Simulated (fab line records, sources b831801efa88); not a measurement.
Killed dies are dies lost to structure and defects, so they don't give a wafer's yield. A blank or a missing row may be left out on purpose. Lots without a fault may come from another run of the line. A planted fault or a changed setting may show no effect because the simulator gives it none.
Problem report in the 8D (eight disciplines) form, filled by code | flow sky130 | the parts of the form that need people (team, actions taken, sign-off) are left out

1. THE PROBLEM
METAL1_ALCU_RS at SKY_METAL1_RS_MEAS_05 reads a mean of 0.1600 ohm/sq on 1 wafer of 1 lot; wafers without a fault read 0.1267 ohm/sq with a standard deviation of 0.0014. That is +24 standard deviations from the usual mean.
The step: measures by four-point-probe.
First seen on wafer L867.4, day 36 20:37, on film_metro-01. The record holds 27 wafers of 9 lots with a number at this step. Rule for "out", or "out of limits": more than 4 standard deviations from the usual mean. The other wafers with a number count as sound.

2. WHAT IT IS AND WHAT IT IS NOT
question                    | is                | is not
which readings at this step | METAL1_ALCU_RS    | -
which lots                  | L867              | L852, L854, L856, L871, L872, L873, L874, L875
which wafers of those lots  | L867.4            | L867.3, L867.5
read on which gauges        | film_metro-01     | film_metro-03, film_metro-04
when                        | from day 36 20:37 | up to then (11 sound wafers); but 15 sound wafers of L871, L872, L873, L874, L875 came after

3. SUSPECTS, AND WHAT RULES EACH OUT
Counting: a tool at a process step up to the reading stays a suspect if it ran every lot that is out. Sound lots after the first of them don't rule it out here, since some wafers of a struck lot are sound.
- the gauge at SKY_METAL1_RS_MEAS_05: ruled out. All the wafers that are out were read on film_metro-01, but those of them that SKY_METAL1_METAL_ETCH_19 has rows for are out there too, on other tools.
- rie_diel-02 at SKY_CONTACT_ETCH_17 (etches SiO2 in C4F8/O2/Ar, stops on Si3N4, target depth 340 nm): kept. It ran the lot that is out, L867 (day 36 19:00); its last sound lot up to then is L856 (day 32 19:39).
- pvd_sputter-03 at SKY_METAL1_SPUTTER_02 (material AlCu, target thk 250 nm, time 13.3 s): kept. It ran the lot that is out, L867 (day 36 20:29); its last sound lot up to then is L854 (day 32 12:47).
Left after counting: rie_diel-02 at SKY_CONTACT_ETCH_17, pvd_sputter-03 at SKY_METAL1_SPUTTER_02.

4. THE CAUSE (what the simulator had put in)
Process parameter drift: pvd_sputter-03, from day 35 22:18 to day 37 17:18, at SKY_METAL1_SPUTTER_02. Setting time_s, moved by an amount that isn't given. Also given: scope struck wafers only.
Counting left 2 suspects, and this tool is among them.

5. THE CHAIN OF EFFECTS, in route order
Each row: a reading whose mean over the struck wafers that have a number lies more than 3 standard deviations from the usual. Only readings for which the record gives a usual standard deviation are gone through. hours: the time from each lot's start at the first step in this table that gives one to its start at this step, as a median over the lots. sigmas: the change in usual standard deviations.
hours | step                     | reading         | usual         | on struck wafers | change  | sigmas
0     | SKY_METAL1_RS_MEAS_05    | METAL1_ALCU_RS  | 0.1267 ohm/sq | 0.1600           | +0.0333 | +24
0     | SKY_METAL1_THK_MEAS_06   | METAL1_ALCU_THK | 250.0 nm      | 201.6            | -48.4   | -17
27    | SKY_METAL1_METAL_ETCH_19 | oes_product_au  | 0.854 a.u.    | 0.811            | -0.043  | -7.8
The process steps in it:
- SKY_METAL1_METAL_ETCH_19: etches the open film in Cl2/BCl3, stops on SiO2, target depth 360 nm, time 78 s.
Later measuring or inspecting steps at which every struck wafer that the step has a row for has a number for every such reading, and none has moved that far: SKY_VIA1_BOW_MEAS_03.

6. WHAT WOULD HAVE CAUGHT IT SOONER
In this record the first reading out of limits at a measuring or inspecting step was taken at day 36 20:37, 22 hours after the fault began at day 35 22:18.
Of the tool readings at SKY_METAL1_SPUTTER_02 for which the record gives a usual standard deviation, none was out on any struck wafer, so an alarm limit of 4 standard deviations on them would not have fired.
All the lots that are out (1) had begun SKY_METAL1_SPUTTER_02 on pvd_sputter-03 by day 36 20:37. A hold on the tool at that time would have spared none of them.
